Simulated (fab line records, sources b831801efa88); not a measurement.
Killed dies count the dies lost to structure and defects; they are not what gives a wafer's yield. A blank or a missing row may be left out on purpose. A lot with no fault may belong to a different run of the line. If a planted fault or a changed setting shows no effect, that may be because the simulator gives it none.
Comparing a struck lot with a sound one | flow sky130 | 20 steps out of a route of 708
Sound: the wafers L235.2, L235.5, L235.6. Struck: wafer L246.6; the same lot's L246.3 was not struck, so it is left out; see the end for the cause.
Order at every step that has rows: each side's tool, ch and its chambers, its first start. Under that, the readings that differ: sound wafers | struck wafers | difference of the means | sigmas: that difference in standard deviations of wafers without a fault.
alike: readings whose means differ by less than 2 such deviations, and words and numbers that are the same on both sides. not compared: withheld readings, readings that some wafer has no value for, bounds like >300 that may hide the same value, and numbers for which the record gives no deviation and whose values overlap.
The two part at a step that has a row with sigmas, a row that says differs or no value, or rows on one side only. Numbers that don't overlap but have no deviation are shown without sigmas and don't part them. A reading missing from all wafers of one side parts the sides only when that side holds two or more wafers.

first, 1 step without rows for these wafers: SKY_SONOS_ONO_WET_ETCH_16 (etches SiO2 in dHF, target depth 14 nm, time 280 s).
SKY_SONOS_ONO_STRIP_17: strips in O2/N2.
  sound on plasma asher-03 ch 0,1, day 14 07:43; struck on plasma asher-04 ch 1, day 17 23:20
  reading                      | sound             | struck | difference | sigmas
  drypump motor current A (A)  | 5.68 5.68 5.59    | 5.07   | -0.58      | -2
  strip time to endpoint s (s) | 14.10 14.08 14.08 | 14.18  | +0.09      | +2
  alike: n2 flow sccm, oes product au
  not compared: rf hours counter h
then, 3 steps without rows for these wafers: SKY_SONOS_ONO_WET_ETCH_18 (etches Si3N4 in H3PO4, target depth 15 nm, time 172 s); SKY_GATE_OXIDE_CLEAN_00 (cleans in SC1/SC2, time 150 s); SKY_GATE_OXIDE_OXIDATION_01 (stabilise 600 s, purge 300 s, target thk 10.268 nm).
SKY_GATE_OXIDE_THK_MEAS_02:
  sound: film metro-03 at day 14 10:08; struck: film metro-02 at day 18 01:10
  alike: GATE_OXIDE_OXIDATION_00_THK
then, 6 steps without rows for these wafers: SKY_GATE_OXIDE_DEHYDRATE_03 (time 60 s); SKY_GATE_OXIDE_HMDS_04 (prime time 60 s); SKY_GATE_OXIDE_COAT_05 (resist thk 1140 nm); SKY_GATE_OXIDE_SOFTBAKE_06 (time 60 s); SKY_GATE_OXIDE_EXPOSE_07 (exposes mask LVOM, target cd 600 nm); SKY_GATE_OXIDE_PEB_08.
SKY_GATE_OXIDE_DEVELOP_09: develop time 60 s.
  sound on litho track-02 ch 0, day 15 12:38; struck on litho track-04 ch 0, day 19 06:53
SKY_GATE_OXIDE_OVL_MEAS_10:
  sound: overlay-02 at day 15 12:46; struck: overlay-01 at day 19 07:00
  alike: GATE_OXIDE_OVL
then, 2 steps without rows for these wafers: SKY_GATE_OXIDE_IMPLANT_11; SKY_GATE_OXIDE_WET_ETCH_12 (etches SiO2 in dHF, target depth 16.8 nm, time 336 s).
SKY_GATE_OXIDE_STRIP_13: strips in O2/N2.
  sound on plasma asher-02 ch 0,1, day 15 13:02; struck on plasma asher-01 ch 1, day 19 07:19
  alike: drypump motor current A, n2 flow sccm, oes product au, strip time to endpoint s
  not compared: rf hours counter h
SKY_GATE_OXIDE_TW_MEAS_14:
  sound: film metro-02 at day 15 13:09; struck: film metro-02 at day 19 07:24
  reading       | sound             | struck | difference | sigmas
  GATE_OXIDE_TW | 222.9 223.2 222.7 | 29.7   | -193.2     | -99 or more
then, 1 step without rows for these wafers: SKY_GATE_OXIDE_CLEAN_15 (cleans in SC1/SC2, time 150 s).
-- a jump in the record: the struck wafers' starts before and after are 30 days apart (it breaks off in module GATE_OXIDE and resumes in module PAD_OPEN, where the first step shown is number 708 of the route) --
SKY_PAD_OPEN_PROBE_99:
  sound: prober-01 at day 47 00:46; struck: prober-02 at day 49 06:13
  reading             | sound    | struck | difference | sigmas
  killed at front end | 9 16 16  | 429    | +415       | +99
  killed dies         | 77 73 81 | 492    | +415       | +47
  killed on rim       | 17 19 13 | 96     | +80        | +19
  alike: killed_at_M0_to_M3, killed_at_M4_up, killed at contacts, killed at other, killed open, killed short

## WHERE THEY PART
At SKY_SONOS_ONO_STRIP_17 first; at SKY_PAD_OPEN_PROBE_99 last (within this record only).

WHY: the cause the simulator had injected
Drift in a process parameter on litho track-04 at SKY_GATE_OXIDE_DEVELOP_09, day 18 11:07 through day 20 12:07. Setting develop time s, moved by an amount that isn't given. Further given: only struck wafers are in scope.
